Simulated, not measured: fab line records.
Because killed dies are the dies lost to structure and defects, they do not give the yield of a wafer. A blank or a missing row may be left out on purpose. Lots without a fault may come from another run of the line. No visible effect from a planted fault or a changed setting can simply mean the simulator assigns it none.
The tool behind it: which one? ; flow sky130 ; Sampling: 11 lots, 33 wafers, 4 of 708 route steps

## WHAT THE GAUGES SHOWED, per wafer
SKY_CAP2M_THK_MEAS_01.
lot;measured;on;CAP2M_CVD_00_THK (nm)
L891;day 39 21:11;filmMetro-04;15.82 15.53 15.56
L892;day 40 02:45;filmMetro-04;15.03 15.41 15.84
L893;day 40 14:17;filmMetro-04;15.40 15.17 15.93
L897;day 41 22:14;filmMetro-04;15.63 15.93 16.05
L899;day 42 09:21;filmMetro-02;15.54 15.51 15.75
L900;day 42 15:07;filmMetro-03;15.40 15.58 15.46
L901;day 42 19:08;filmMetro-03;15.39 15.64 15.76
L902;day 43 02:17;filmMetro-04;15.28 15.30 15.14
L908;day 44 19:55;filmMetro-02;20.88 15.72 21.13
L913;day 46 08:50;filmMetro-04;15.69 15.87 15.96
L914;day 46 14:27;filmMetro-03;15.54 15.88 15.82

## WHAT TOOL EACH LOT RAN ON (gives the tool, then ch and the chambers of the sampled wafers, and finally the start)
lot;SKY_VIA3_ETCH_14;SKY_VIA3_CVD_21;SKY_CAP2M_CVD_00
L891;rieDiel-02 ch 0,1, day 39 19:39;cvdW-02 ch 0,1, day 39 20:24;pecvd-04 ch 0,1,2, day 39 21:10
L892;rieDiel-03 ch 0,1,2, day 40 01:11;cvdW-02 ch 1, day 40 01:58;pecvd-02 ch 0,1,2, day 40 02:44
L893;rieDiel-02 ch 0,1,2, day 40 12:45;cvdW-02 ch 0,1, day 40 13:30;pecvd-04 ch 0,1, day 40 14:16
L897;rieDiel-02 ch 0,1,3, day 41 20:42;cvdW-01 ch 0,1, day 41 21:27;pecvd-01 ch 0,2, day 41 22:13
L899;rieDiel-01 ch 0,1, day 42 07:36;cvdW-02 ch 0,1, day 42 08:34;pecvd-01 ch 1,2, day 42 09:17
L900;rieDiel-01 ch 1,3, day 42 13:17;cvdW-02 ch 0,1, day 42 14:19;pecvd-04 ch 1,2, day 42 15:04
L901;rieDiel-01 ch 0,2,3, day 42 17:36;cvdW-01 ch 0,1, day 42 18:21;pecvd-04 ch 0,1,2, day 42 19:07
L902;rieDiel-01 ch 1,3, day 43 00:45;cvdW-02 ch 0,1, day 43 01:30;pecvd-02 ch 1,2, day 43 02:16
L908;rieDiel-03 ch 0,1,3, day 44 18:18;cvdW-02 ch 0,1, day 44 19:08;pecvd-01 ch 0,2, day 44 19:54
L913;rieDiel-02 ch 0,1,3, day 46 06:51;cvdW-02 ch 0,1, day 46 07:39;pecvd-04 ch 1,2, day 46 08:49
L914;rieDiel-03 ch 0,3, day 46 12:54;cvdW-02 ch 0,1, day 46 13:41;pecvd-02 ch 0,1, day 46 14:25
- SKY_VIA3_ETCH_14: etches BARC in N2/H2, stops on SiO2, time 45.9 s, target depth 60 nm.
- SKY_VIA3_CVD_21: deposits W, target thk 390 nm, time 117.31 s.
- SKY_CAP2M_CVD_00: deposits SiO2, target thk 15.5 nm.

## THE ANSWER, worked out from the rows above alone
Rule: usual is defined by the lots themselves. Put in order of their means at a reading, lots are off if they are a third of the lots or fewer, leave a main group of 4 or more, and stand apart from it by a gap of 3 or more times the standard deviation of the main group's means; of several such gaps the widest counts. A main group is skipped when, at the precision printed for the reading in the tables above, its means are all equal. Also off: a lot with no number at a reading for which 4 or more lots have one. Where the step has rows for the other lots, those lots are counted as sound.
Off: at SKY_CAP2M_THK_MEAS_01 (CAP2M_CVD_00_THK), L908. Mean 15.59 nm and standard deviation 0.18 in the main group.
A tool fits if, at a process step before that reading, it ran every lot that is off, and no sound lot after the first of them. Gauges at SKY_CAP2M_THK_MEAS_01: tried the same way as those tools. Can't be told from this: 2 tools fit, pecvd-01 at SKY_CAP2M_CVD_00, filmMetro-02 at SKY_CAP2M_THK_MEAS_01.

## WHAT THE SIMULATOR PUT IN
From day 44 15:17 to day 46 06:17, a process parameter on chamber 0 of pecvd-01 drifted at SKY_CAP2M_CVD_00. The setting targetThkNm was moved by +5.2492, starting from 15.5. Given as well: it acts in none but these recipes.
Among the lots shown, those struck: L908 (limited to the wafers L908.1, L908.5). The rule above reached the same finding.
